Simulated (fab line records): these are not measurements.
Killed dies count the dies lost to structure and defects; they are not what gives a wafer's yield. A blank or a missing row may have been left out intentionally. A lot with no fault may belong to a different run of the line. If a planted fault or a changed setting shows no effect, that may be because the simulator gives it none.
Problem report in the 8D (eight disciplines) form, filled by code | flow sky130 | the parts of the form that need people (team, actions taken, sign-off) are left out

== 1. WHAT IS WRONG ==
run length s at SKY_FIELD_ISO_WET_ETCH_30 reads a mean of 32.8 s on 3 wafers of 1 lot; wafers without a fault read 76.8 s with a standard deviation of 2.2. That puts it -20 standard deviations away from the usual mean.
The step: etches SiO2 in dHF, target depth 25 nm, time 50 s.
Earliest sighting: wafer L942.1 on wet bench-01 at day 7 03:53. At this step, 15 wafers from 5 lots have a number in the record. Rule for "out" (also "out of limits"): further than 4 standard deviations from the usual mean. Any other wafer with a number is counted as sound.

== 2. WHAT IT IS; WHAT IT IS NOT ==
question                    | is                     | is not
which readings at this step | run length s           | -
which lots                  | L942                   | L923, L932, L940, L944
which wafers of those lots  | all that have a number | -
read on which tools         | wet bench-01           | wet bench-03
when                        | from day 7 03:53       | up to then (9 sound wafers); but 3 sound wafers of L944 came after

== 3. SUSPECTS, AND WHAT RULES EACH OUT ==
Counting: a tool stays on the suspect list if, at a process step up to the reading, it processed all lots that are out and no sound lot following the first of them.
- cmp-01 at SKY_FIELD_ISO_CMP_27 (polishes, stops on Si3N4, t overpolish 16 s, target thk 457.8 nm): kept. It ran the lot that is out, L942 (day 7 03:02), and no sound lot after that; its last sound lot up to then is L940 (day 6 15:56).
- wet bench-01 at SKY_FIELD_ISO_WET_ETCH_30 (etches SiO2 in dHF, target depth 25 nm, time 50 s): kept. It ran the lot that is out, L942 (day 7 03:53), and no sound lot after that; its last sound lot up to then is L923 (day 2 19:11). Its own run length s readings are out on those wafers.
Left after counting: cmp-01 at SKY_FIELD_ISO_CMP_27, wet bench-01 at SKY_FIELD_ISO_WET_ETCH_30.

== 4. THE CAUSE (what the simulator had put in) ==
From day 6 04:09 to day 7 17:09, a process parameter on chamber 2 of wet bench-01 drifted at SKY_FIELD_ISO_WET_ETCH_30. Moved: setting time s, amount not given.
2 suspects survive the count, and this tool is in that group.

== 5. SEQUENCE OF EFFECTS, ordered by route ==
Each row: a reading whose mean over the struck wafers that have a number lies more than 3 standard deviations from the usual. Only readings for which the record gives a usual standard deviation are gone through. hours: the time from each lot's start at the first step in this table that gives one to its start at this step, as a median over the lots. sigmas: the change in usual standard deviations.
hours | step                      | reading      | usual  | on struck wafers | change | sigmas
0     | SKY_FIELD_ISO_WET_ETCH_30 | run length s | 76.8 s | 32.8             | -44.0  | -20
Process steps it contains:
- SKY_FIELD_ISO_WET_ETCH_30: etches SiO2 in dHF, target depth 25 nm, time 50 s.
Later steps that measure or inspect, where all struck wafers having a row at the step show a number for every such reading and not one has moved that far: SKY_NWELL_THK_MEAS_02, SKY_DNWELL_TW_MEAS_09, SKY_PWDE_OVL_MEAS_07, SKY_PWDE_TW_MEAS_10.

== 6. WHAT WOULD HAVE CAUGHT IT SOONER ==
24 hours passed between the start of the fault at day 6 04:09 and the first reading out of limits in this record, taken at day 7 03:53.
